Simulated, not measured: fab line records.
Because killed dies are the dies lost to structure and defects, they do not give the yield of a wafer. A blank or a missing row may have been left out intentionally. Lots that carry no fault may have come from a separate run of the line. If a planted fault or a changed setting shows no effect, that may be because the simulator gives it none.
One fault through the eyes of 2 desks | flow gf180mcu | what lay behind the numbers comes last; until then each desk has only its own

## FOR THE TOOL OWNER'S DESK: iline_stepper-01
The tool's own readings at GF_VT_IMPLANT_EXPOSE_37 (exposes mask Nwell HV AREA, target cd 860 nm): means of the sampled wafers that have a number, for each lot that ran on this tool. Marked OUT: a lot whose mean sits more than 4 standard deviations from the usual mean, which makes it out of limits; the brackets give that distance.
Columns: A = exposure_dose_mJ_cm2 at GF_VT_IMPLANT_EXPOSE_37, usual 140.00; B = stage_vel_mm_s at GF_VT_IMPLANT_EXPOSE_37, usual 500.02 mm/s
lot  | first seen here | A                | B
L239 | day 7 04:26     | 139.87           | 500.03
L240 | day 7 11:34     | 140.10           | 500.26
L241 | day 7 16:58     | 140.02           | 499.51
L244 | day 8 14:05     | 139.91           | 499.86
L248 | day 9 16:23     | 139.92           | 500.11
L249 | day 9 22:31     | 140.06           | 499.95
L257 | day 12 07:20    | 134.59 (-36) OUT | 500.05
L258 | day 12 12:38    | 134.55 (-36) OUT | 500.17
Finding of this desk: L257, L258 out of limits; the first was L257 at day 12 07:20, on exposure_dose_mJ_cm2 at GF_VT_IMPLANT_EXPOSE_37. Within limits: L239, L240, L241, L244, L248, L249.

## AT THE METROLOGY DESK
What the gauges read for every lot (on any tool): the sampled wafers with a number, averaged. Marked OUT: a lot whose mean sits more than 4 standard deviations from the usual mean, which makes it out of limits; the brackets give that distance.
Columns: A = cd_nm at GF_HV_LDD_CD_MEAS_19, usual 400.5 nm; B = NSD_TW at GF_NSD_TW_MEAS_12, usual 4260; C = CONTACT_BOW at GF_CONTACT_BOW_MEAS_05, usual 65 um
lot  | first seen here | A     | B    | C
L239 | day 10 17:28    | 399.3 | 4246 | 66
L240 | day 11 00:29    | 400.4 | 4318 | 59
L241 | day 11 06:09    | 399.1 | 4334 | 55
L243 | day 12 02:26    | 400.1 | 4314 | 60
L244 | day 12 06:13    | 398.0 | 4296 | 54
L245 | day 12 15:02    | 398.9 | 4213 | 66
L246 | day 13 03:08    | 402.5 | 4296 | 70
L247 | day 13 08:49    | 402.2 | 4272 | 56
L248 | day 13 12:07    | 398.2 | 4206 | 73
L249 | day 13 21:53    | 399.9 | 4214 | 60
L257 | day 16 14:20    | 399.1 | 4264 | 55
L258 | day 16 17:35    | 401.5 | 4230 | 72
L260 | day 17 14:22    | 399.3 | 4322 | 64
L261 | day 17 18:24    | 401.2 | 4207 | 65
Finding of this desk: none of the 14 lots has anything out of limits.

## PUT TOGETHER
The tool owner's desk could have raised an alarm at day 12 07:20, on L257, L258.
From the metrology desk's view, nothing was out of limits.
The metrology desk has L257, L258 on record, within its limits.
Of the lots named, all ran GF_VT_IMPLANT_EXPOSE_37 on iline_stepper-01.

## WHAT WAS PUT IN BY THE SIMULATOR
Process parameters drifting: iline_stepper-01 at GF_VT_IMPLANT_EXPOSE_37, beginning at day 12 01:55. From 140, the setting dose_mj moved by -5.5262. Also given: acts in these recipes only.
Struck lots among those shown: L257, L258.
Each desk's first reading out of limits, in hours after the fault started: the tool owner's desk, 5.
